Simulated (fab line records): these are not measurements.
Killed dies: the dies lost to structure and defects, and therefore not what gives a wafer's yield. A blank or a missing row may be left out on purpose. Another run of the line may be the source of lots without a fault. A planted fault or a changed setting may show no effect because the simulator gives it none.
fab line records	flow sky130
[record] lots = 6	wafers = 18	lastDay = 49
route steps=708 shown METAL2@506 VIA2@507 PAD_OPEN@708
lots with no fault: from the same line, run without faults
startH: hours from the record's opening day to when the first of the lot's shown wafers began	waitH: time in hours since the lot's previous step	" repeats the value in the row above	L1.1+2: several wafers, shown together as one row	- either no value or no given start	* or withheld: withheld	< > ~ a bound
route shown NAME@n: NAME is a module with steps in the file, n the number in the route of the first one	usual: mean/standard deviation taken from wafers without a fault	same: alike in all rows	chamber/n: place in a boat	sites: the reading at each site	_std_site: standard deviation across them	_edge_site: mean of outer sites minus mean of inner sites	radiusMm: for every site, how far away it sits from the centre of the wafer	mask NAME#n: copy n	behind: the tool/chamber that last shaped the wafer	hold: why the lot went on hold/how many hours it stayed there/how the hold came to an end	device: which transistor (n, p or np) failed to switch	end of line: the same wafers' tests at the end of the route	a step given without rows: its recipe and nothing more	killed: dies lost to structure and defects at the first sort, not the wafer's yield	map: shows each die of a wafer: x if killed, . if not, _ if none is there
set.NAME: the setting as run; set.NAME@STEP: as run at that earlier step	model.NAME: the simulator's own value behind a step, which no gauge read
lots at some steps of the route; a table a step, a row a wafer
services: from which hour (startH, from the record's first day; less than 0 if before it) a tool's chamber was out of use, for how many hours, and why
[[steps]]
[step SKY_METAL2_CLEAN_23]
[recipe] chemistry = O3/DIW	dry = n2Spin
[step SKY_VIA2_HDPCVD_00]
[recipe] material = SiO2	targetThkNm = 1180	sigmaOpenFrac = 0.3	timeS = 196.7	tempC = 400	sih4FlowSccm = 60	pressureMtorr = 6
[step SKY_VIA2_THK_MEAS_01]
[recipe] reads = SiO2_of_VIA2_HDPCVD_00
[usual] VIA2_HDPCVD_THK = 1176/11
lot.wafer	tool	chamber	startH	waitH	VIA2_HDPCVD_THK[nm]
L252.1	filmMetro-04	-	872.66	0.1	1187
L252.3	"	-	"	"	1172
L252.5	"	-	"	"	1179
L254.1	filmMetro-03	-	879.69	0.1	1184
L254.4	"	-	"	"	1187
L254.5	"	-	"	"	1197
L255.2	filmMetro-04	-	894.72	0.1	1190
L255.3	"	-	"	"	1178
L255.4	"	-	"	"	1185
L260.1	filmMetro-01	-	925.78	0.1	1159
L260.4	"	-	"	"	1153
L260.6	"	-	"	"	1149
L261.1	filmMetro-04	-	936.80	0.1	1157
L261.2	"	-	"	"	1194
L261.3	"	-	"	"	1166
L263.2	filmMetro-01	-	958.72	0.1	1184
L263.3	"	-	"	"	1187
L263.5	"	-	"	"	1183
[step SKY_VIA2_CMP_02]
[recipe] material = SiO2	downForcePsi = 4	platenRpm = 60	padVelocityMS = 0.94248
[usual] motorCurrentA = 12.3/1.1
lot.wafer	tool	chamber	startH	waitH	motorCurrentA
L252.3	cmp-02	0	872.82	0.1	13.7
L252.1	"	1	"	"	11.2
L252.5	"	2	"	"	12.9
L254.1	cmp-02	0	879.92	0.2	14.3
L254.4	"	2	"	"	13.0
L254.5	"	0	"	"	14.4
L255.3	cmp-02	3	894.96	0.2	12.5
L255.4	"	0	"	"	13.9
L255.2	"	1	"	"	11.4
L260.4	cmp-01	0	925.84	0.0	10.6
L260.1	"	3	"	"	12.1
L260.6	"	0	"	"	10.1
L261.2	cmp-02	3	936.86	0.0	13.0
L261.1	"	0	"	"	14.9
L261.3	"	1	"	"	10.8
L263.3	cmp-02	0	958.87	0.1	14.0
L263.2	"	1	"	"	11.0
L263.5	"	3	"	"	12.2
[step SKY_VIA2_BOW_MEAS_03]
[recipe] mode = bow
[usual] VIA2_BOW = 86/6.9
lot.wafer	tool	chamber	startH	waitH	VIA2_BOW[um]
L252.1	filmMetro-01	-	873.02	0.1	79
L252.3	"	-	"	"	88
L252.5	"	-	"	"	90
L254.1	filmMetro-04	-	880.22	0.2	86
L254.4	"	-	"	"	85
L254.5	"	-	"	"	94
L255.2	filmMetro-01	-	895.23	0.1	94
L255.3	"	-	"	"	96
L255.4	"	-	"	"	92
L260.1	filmMetro-03	-	926.14	0.1	85
L260.4	"	-	"	"	73
L260.6	"	-	"	"	86
L261.1	filmMetro-03	-	937.16	0.2	94
L261.2	"	-	"	"	90
L261.3	"	-	"	"	87
L263.2	filmMetro-03	-	959.09	0.1	87
L263.3	"	-	"	"	96
L263.5	"	-	"	"	93
[step SKY_VIA2_DEHYDRATE_04]
[recipe] tempC = 200	timeS = 60
[step SKY_VIA2_HMDS_05]
[recipe] primeTimeS = 60	primeTempC = 120
[step SKY_VIA2_COAT_06]
[recipe] resist = BARC	tempC = withheld	timeS = withheld	spinRpm = 3000	resistThkNm = 60
[step SKY_VIA2_COAT_07]
[recipe] resist = KrF-thick	spinRpm = 3000	resistThkNm = 450
[step SKY_VIA2_SOFTBAKE_08]
[recipe] tempC = 100	timeS = 90	resist = KrF-thick
[step SKY_VIA2_EXPOSE_09]
[recipe] maskId = VIM2	na = 0.8	sourceShape = annular	sigmaInner = 0.55	sigmaOuter = 0.85	targetCdNm = 200	doseMj = 38
[step SKY_VIA2_PEB_10]
[recipe] pebTempC = withheld	pebTimeS = withheld	resist = KrF-thick
[step SKY_VIA2_DEVELOP_11]
[recipe] developTimeS = 60	resist = KrF-thick	devTempC = 21
[usual] developerTempC = 21.00/0.11
lot.wafer	tool	chamber	startH	waitH	developerTempC
L252.1	lithoTrack-02	0	898	-	20.93
L252.3	"	0	"	"	20.99
L252.5	"	0	"	"	20.98
L254.1	lithoTrack-04	0	906	-	21.12
L254.4	"	0	"	"	21.06
L254.5	"	0	"	"	20.87
L255.2	lithoTrack-01	0	920	-	21.05
L255.3	"	0	"	"	20.88
L255.4	"	0	"	"	20.91
L260.1	lithoTrack-02	0	950	-	21.47
L260.4	"	0	"	"	21.75
L260.6	"	0	"	"	21.81
L261.1	lithoTrack-01	0	960	-	21.11
L261.2	"	0	"	"	21.10
L261.3	"	0	"	"	21.03
L263.2	lithoTrack-02	0	982	-	21.55
L263.3	"	0	"	"	21.51
L263.5	"	0	"	"	21.48
[step SKY_VIA2_CD_MEAS_12]
[recipe] targetCdNm = 200
[usual] cdNm = 200.3/1.3
lot.wafer	tool	chamber	startH	waitH	cdNm
L252.1	cdSem-01	-	898.89	-	199.5
L252.3	"	-	"	"	200.8
L252.5	"	-	"	"	200.2
L254.1	cdSem-02	-	906.27	-	200.4
L254.4	"	-	"	"	200.8
L254.5	"	-	"	"	201.2
L255.2	cdSem-02	-	920.41	-	201.4
L255.3	"	-	"	"	201.5
L255.4	"	-	"	"	202.7
L260.1	cdSem-02	-	950.24	-	198.6
L260.4	"	-	"	"	199.9
L260.6	"	-	"	"	199.8
L261.1	cdSem-02	-	960.59	-	202.2
L261.2	"	-	"	"	201.1
L261.3	"	-	"	"	201.2
L263.2	cdSem-01	-	983.01	-	202.1
L263.3	"	-	"	"	201.1
L263.5	"	-	"	"	202.9
[step SKY_PAD_OPEN_PROBE_99]
[usual] defectLimitedYield = 82.6/2.1	killed_at_M0_to_M3 = 43/7.3	killed_at_M4_up = 3.1/1.8	killedAtContacts = 24/5.4	killedAtFrontEnd = 15/4.1	killedAtOther = 0.2/0.52	killedDies = 86/10	killedOpen = 47/7.3	killedShort = 39/6.4	sort_bin_3_pad_short = 0.8/0.37	sort_bin_5_function = 10.1/1.4	sort_bin_6_memory = 6.4/1.2	sortNPass = 406/10	sortYieldPct = 82.6/2.1
[same] grossDies = 492	killedAtBackSide = 0	sort_bin_4_leakage[%] = 0	sort_bin_8_speed[%] = 0
lot.wafer	tool	chamber	startH	waitH	defectLimitedYield[%]	killed_at_M0_to_M3	killed_at_M4_up	killedAtContacts	killedAtFrontEnd	killedAtOther	killedDies	killedOpen	killedShort	sort_bin_3_pad_short[%]	sort_bin_5_function[%]	sort_bin_6_memory[%]	sortNPass	sortYieldPct[%]
L252.1	prober-01	-	1116.31	0.1	80.7	46	3	16	29	1	95	45	49	1.4	9.8	8.1	397	80.7
L252.3	prober-01	-	1116.41	0.2	81.1	56	0	21	15	1	93	46	47	0.8	10.2	7.9	399	81.1
L252.5	prober-01	-	1116.51	0.2	81.5	43	6	17	23	2	91	48	42	0.6	10.2	7.7	401	81.5
L254.1	prober-01	-	1121.55	0.1	84.6	46	1	21	7	1	76	45	30	0	10.0	5.5	416	84.6
L254.4	prober-01	-	1121.70	0.2	83.7	44	5	19	12	0	80	34	46	0.8	9.3	6.1	412	83.7
L254.5	prober-01	-	1121.75	0.2	86.2	38	5	11	14	0	68	40	28	0.6	8.7	4.5	424	86.2
L255.2	prober-02	-	1132.14	0.1	84.1	31	3	28	16	0	78	50	28	1.0	9.6	5.3	414	84.1
L255.3	prober-02	-	1132.19	0.2	83.5	44	2	19	16	0	81	48	33	1.2	8.7	6.5	411	83.5
L255.4	prober-02	-	1132.24	0.2	78.9	51	2	36	15	0	104	60	44	1.0	12.8	7.3	388	78.9
L260.1	prober-01	-	1157.40	0.1	81.9	44	3	23	19	0	89	45	43	0.6	11.4	6.1	403	81.9
L260.4	prober-01	-	1157.55	0.2	84.1	39	1	23	15	0	78	42	36	0.8	7.3	7.7	414	84.1
L260.6	prober-01	-	1157.65	0.2	79.1	39	3	29	32	0	103	51	51	0.4	11.8	8.7	389	79.1
L261.1	prober-02	-	1165.55	0.1	83.5	45	1	24	11	0	81	44	37	0.6	10.6	5.3	411	83.5
L261.2	prober-02	-	1165.60	0.1	85.0	43	4	15	12	0	74	39	35	1.0	8.5	5.5	418	85.0
L261.3	prober-02	-	1165.65	0.2	82.3	49	4	24	9	1	87	55	32	1.0	9.3	7.3	405	82.3
L263.2	prober-01	-	1178.65	0.1	82.7	41	0	33	11	0	85	46	39	0.6	9.1	7.5	407	82.7
L263.3	prober-01	-	1178.70	0.2	80.7	51	4	29	11	0	95	54	41	1.2	11.0	7.1	397	80.7
L263.5	prober-01	-	1178.80	0.2	84.3	31	4	26	16	0	77	40	35	1.0	8.3	6.3	415	84.3
// killed by level:class
L252.1 VIA1:geometricParticle:open=12 FIELD_ISO:geometricParticle:short=8 POLY_GATE:geometricParticle:open=6 METAL2:geometricParticle:short=6 VIA3:geometricParticle:open=6 FIELD_ISO:geometricParticle:open=5 CONTACT:geometricParticle:open=5 VIA1:geometricParticle:short=5
L252.3 VIA1:geometricParticle:open=13 METAL2:geometricParticle:short=10 METAL1:geometricParticle:short=7 LI_CONTACT:geometricParticle:open=7 VIA1:geometricParticle:short=7 VIA2:geometricParticle:open=6 POLY_GATE:geometricParticle:open=5 POLY_GATE:geometricParticle:short=4
L252.5 VIA1:geometricParticle:open=12 FIELD_ISO:geometricParticle:short=8 CONTACT:geometricParticle:open=7 VIA1:geometricParticle:short=6 POLY_GATE:geometricParticle:short=5 POLY_GATE:geometricParticle:open=5 VIA3:geometricParticle:open=5 METAL4:geometricParticle:short=5
L254.1 CONTACT:geometricParticle:open=12 VIA1:geometricParticle:open=9 LI_CONTACT:geometricParticle:open=6 VIA1:geometricParticle:short=6 METAL2:geometricParticle:short=5 VIA2:geometricParticle:open=5 METAL3:geometricParticle:short=4 VIA3:geometricParticle:open=4
L254.4 VIA1:geometricParticle:open=13 POLY_GATE:geometricParticle:short=6 VIA1:geometricParticle:short=6 LOCAL_INTERCONNECT:geometricParticle:short=5 CONTACT:geometricParticle:open=5 VIA3:geometricParticle:open=5 LI_CONTACT:geometricParticle:open=4 METAL1:geometricParticle:short=4
L254.5 VIA1:geometricParticle:open=9 VIA3:geometricParticle:open=9 VIA2:geometricParticle:open=6 VIA3:geometricParticle:short=5 LI_CONTACT:geometricParticle:open=5 CONTACT:geometricParticle:open=4 METAL4:geometricParticle:short=4 FIELD_ISO:geometricParticle:short=3
L255.2 CONTACT:geometricParticle:open=16 VIA1:geometricParticle:open=9 FIELD_ISO:geometricParticle:short=6 FIELD_ISO:geometricParticle:open=4 LI_CONTACT:geometricParticle:open=4 METAL1:geometricParticle:short=4 METAL1:geometricParticle:open=4 VIA2:geometricParticle:open=4
L255.3 VIA1:geometricParticle:open=9 CONTACT:geometricParticle:open=8 METAL2:geometricParticle:short=8 VIA2:geometricParticle:open=8 VIA3:geometricParticle:open=6 FIELD_ISO:geometricParticle:open=5 POLY_GATE:geometricParticle:open=5 LI_CONTACT:geometricParticle:open=5
L255.4 CONTACT:geometricParticle:open=12 VIA2:geometricParticle:open=11 VIA1:geometricParticle:open=11 LI_CONTACT:geometricParticle:open=9 CONTACT:geometricParticle:short=8 LOCAL_INTERCONNECT:geometricParticle:short=7 METAL1:geometricParticle:short=7 FIELD_ISO:geometricParticle:open=5
L260.1 LI_CONTACT:geometricParticle:open=8 VIA2:geometricParticle:open=8 METAL1:geometricParticle:short=7 FIELD_ISO:geometricParticle:open=6 VIA1:geometricParticle:open=6 VIA1:geometricParticle:short=5 POLY_GATE:geometricParticle:open=5 CONTACT:geometricParticle:short=5
L260.4 CONTACT:geometricParticle:open=12 METAL1:geometricParticle:short=8 VIA1:geometricParticle:open=7 LI_CONTACT:geometricParticle:open=6 VIA2:geometricParticle:open=6 FIELD_ISO:geometricParticle:open=5 METAL2:geometricParticle:short=5 VIA3:geometricParticle:open=4
L260.6 FIELD_ISO:geometricParticle:short=13 FIELD_ISO:geometricParticle:open=9 LI_CONTACT:geometricParticle:open=9 CONTACT:geometricParticle:open=8 CONTACT:geometricParticle:short=7 VIA1:geometricParticle:open=7 VIA3:geometricParticle:open=6 VIA1:geometricParticle:short=5
L261.1 VIA1:geometricParticle:open=13 CONTACT:geometricParticle:open=7 METAL1:geometricParticle:short=7 VIA3:geometricParticle:open=7 LI_CONTACT:geometricParticle:open=6 CONTACT:geometricParticle:short=5 METAL2:geometricParticle:short=5 POLY_GATE:geometricParticle:short=4
L261.2 METAL2:geometricParticle:short=10 CONTACT:geometricParticle:open=8 VIA1:geometricParticle:short=7 VIA2:geometricParticle:open=6 VIA1:geometricParticle:open=6 VIA3:geometricParticle:open=5 LI_CONTACT:geometricParticle:open=5 METAL4:geometricParticle:short=4
L261.3 CONTACT:geometricParticle:open=12 VIA1:geometricParticle:open=10 METAL2:geometricParticle:short=10 LI_CONTACT:geometricParticle:open=8 VIA1:geometricParticle:short=7 VIA2:geometricParticle:open=6 VIA3:geometricParticle:open=4 FIELD_ISO:geometricParticle:open=3
L263.2 CONTACT:geometricParticle:open=11 VIA1:geometricParticle:open=8 VIA3:geometricParticle:open=7 LOCAL_INTERCONNECT:geometricParticle:short=6 CONTACT:geometricParticle:short=5 LI_CONTACT:geometricParticle:open=5 LI_CONTACT:geometricParticle:short=5 VIA2:geometricParticle:short=5
L263.3 VIA1:geometricParticle:open=16 CONTACT:geometricParticle:open=14 VIA1:geometricParticle:short=7 VIA2:geometricParticle:open=7 METAL3:geometricParticle:short=6 LOCAL_INTERCONNECT:geometricParticle:short=5 CONTACT:geometricParticle:short=5 METAL2:geometricParticle:short=5
L263.5 LI_CONTACT:geometricParticle:open=9 CONTACT:geometricParticle:open=7 LOCAL_INTERCONNECT:geometricParticle:short=6 VIA1:geometricParticle:open=6 VIA3:geometricParticle:open=5 FIELD_ISO:geometricParticle:short=4 POLY_GATE:geometricParticle:short=4 METAL3:geometricParticle:short=4
[[services]]
tool	chamber	startH	hours	kind
cmp-01	-	879.27	1.0	repair
cmp-01	-	881.60	7.3	pm
cmp-01	-	889.98	8.2	pm
cmp-02	-	911.79	7.9	pm
cmp-01	-	912.00	4.0	pm
cmp-01	-	916.00	-	consumableReplace:conditioner
cmp-01	-	916.00	-	consumableReplace:pad
cmp-02	-	922.38	8.6	pm
cmp-01	-	936.80	3.5	repair
cmp-01	-	949.58	0.9	repair
cmp-02	-	966.70	1.2	repair
cmp-01	-	973.90	0.6	repair
[[key]]
[firstSign] step = SKY_VIA2_DEVELOP_11	reading = developerTempC	direction = up	sigmas = 5.6	usual = *	struck = *
effect none on later readings
metAt SKY_VIA2_DEVELOP_11
struckWafers L260.1,L260.4,L260.6,L263.2,L263.3,L263.5
[loopTrim] step = SKY_VIA2_EXPOSE_09	setting = dose	lots = L263
onsetBetween 898 950
[fault] kind = processParameterDrift	tool = lithoTrack-02	chamber = -	onsetH = 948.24	steps = SKY_VIA2_DEVELOP_11	channel = devTempC	offset = *	shape = step	endH = 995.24	actsIn = *	stated = *
// loopTrim: a control loop set the setting to another value than it would have without faults
